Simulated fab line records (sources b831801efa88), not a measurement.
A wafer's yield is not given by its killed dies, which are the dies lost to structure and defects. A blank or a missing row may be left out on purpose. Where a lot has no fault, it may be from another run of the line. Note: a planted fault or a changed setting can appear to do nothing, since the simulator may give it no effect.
A struck lot beside a sound one    flow sky130    15 steps out of a route of 708
Sound: these wafers, L215.2, L215.5, L215.6. Struck: wafers L223.1, L223.3, L223.6. The cause is given at the end.
Per side, at each step with rows, come the tool, then ch with its chambers, and then its first start. Under that, the readings that differ: sound wafers    struck wafers    difference of the means    sigmas: that difference in standard deviations of wafers without a fault.
alike: words and numbers the same on both sides, and readings whose means are apart by under 2 such deviations; not compared: readings that were withheld, readings missing a value for some wafer, numbers with overlapping values and no deviation given by the record, and bounds like >300 which may hide the same value.
Wherever a step has rows on one side only, a row that says differs or no value, or a row with sigmas, the two part there. Numbers that don't overlap but have no deviation are shown without sigmas and don't part them. Lack of a reading on every wafer of one side parts them only where that side has two or more wafers.

first, 8 steps without rows for these wafers: SKY_METAL4_DEHYDRATE_05 (time 60 s); SKY_METAL4_HMDS_06 (prime time 60 s); SKY_METAL4_COAT_07 (resist thk 60 nm); SKY_METAL4_COAT_08 (resist thk 1140 nm); SKY_METAL4_SOFTBAKE_09 (time 90 s); SKY_METAL4_EXPOSE_10 (exposes mask MM4, target cd 300 nm); SKY_METAL4_PEB_11; SKY_METAL4_DEVELOP_12 (develop time 60 s).
SKY_METAL4_CD_MEAS_13: the cd target is 300 nm.
  sound on cd-sem-02 at day 42 11:31; struck on cd-sem-02 at day 44 13:06
  alike: cd-nm
SKY_METAL4_OVL_MEAS_14:
  sound on overlay-02 at day 42 11:37; struck on overlay-02 at day 44 13:13
  alike: METAL4_OVL
SKY_METAL4_DESCUM_15: chemistry O2, time 8 s.
  sound on rie-metal-01 ch 0,1, day 42 11:39; struck on rie-metal-04 ch 0,1, day 44 13:15
reading                      sound        struck       difference  sigmas
drypump-motor-current-A (A)  5.1 5.1 5.4  6.0 5.7 6.0  +0.7        +2
  alike: oes-product-au
  not compared: rf-hours-counter-h
SKY_METAL4_ETCH_16: etches BARC in N2/H2, stops on SiO2, time 88.2 s, target depth 60 nm.
  sound on rie-metal-01 ch 0,1, day 42 11:41; struck on rie-metal-04 ch 0,1, day 44 13:17
reading                      sound        struck       difference  sigmas
drypump-motor-current-A (A)  5.1 5.1 5.4  6.1 5.7 6.0  +0.7        +2
  alike: bias-w, chamber-pressure-mTorr, h2-flow-sccm, oes-product-au, throttle-valve-pct
  not compared: rf-hours-counter-h
SKY_METAL4_ETCH_17: etches SiO2 in C4F8/O2/Ar, stops on TiN, time 3.9 s, target depth 15 nm.
  sound on rie-diel-04 ch 1,2,3, day 42 11:47; struck on rie-diel-04 ch 0,1,3, day 44 13:23
  no value came back on the struck wafers for bias-w (W), chamber-pressure-mTorr (mTorr), oes-product-au (a.u.); on the sound wafers bias-w (W) reads 1199 1199 1206
  not compared: rf-hours-counter-h
SKY_METAL4_METAL_ETCH_18: etches the open film in Cl2/BCl3, stops on SiO2, target depth 845 nm, time 183.1 s.
  sound on rie-metal-04 ch 0,1, day 42 11:48; struck on rie-metal-02 ch 0,1, day 44 13:24
reading                sound              struck             difference  sigmas
oes-product-au (a.u.)  0.869 0.873 0.878  0.862 0.862 0.852  -0.015      -2
  alike: bcl3-flow-sccm, bias-w, drypump-motor-current-A, throttle-valve-pct
  not compared: rf-hours-counter-h
SKY_PAD_OPEN_PROBE_99:
  the record holds rows for the sound wafers here (prober-01, day 46 10:50) but none for the struck ones

## WHERE THEY PART
Earliest at SKY_METAL4_DESCUM_15; latest, in this record, at SKY_PAD_OPEN_PROBE_99.

WHY: what had been put in by the simulator
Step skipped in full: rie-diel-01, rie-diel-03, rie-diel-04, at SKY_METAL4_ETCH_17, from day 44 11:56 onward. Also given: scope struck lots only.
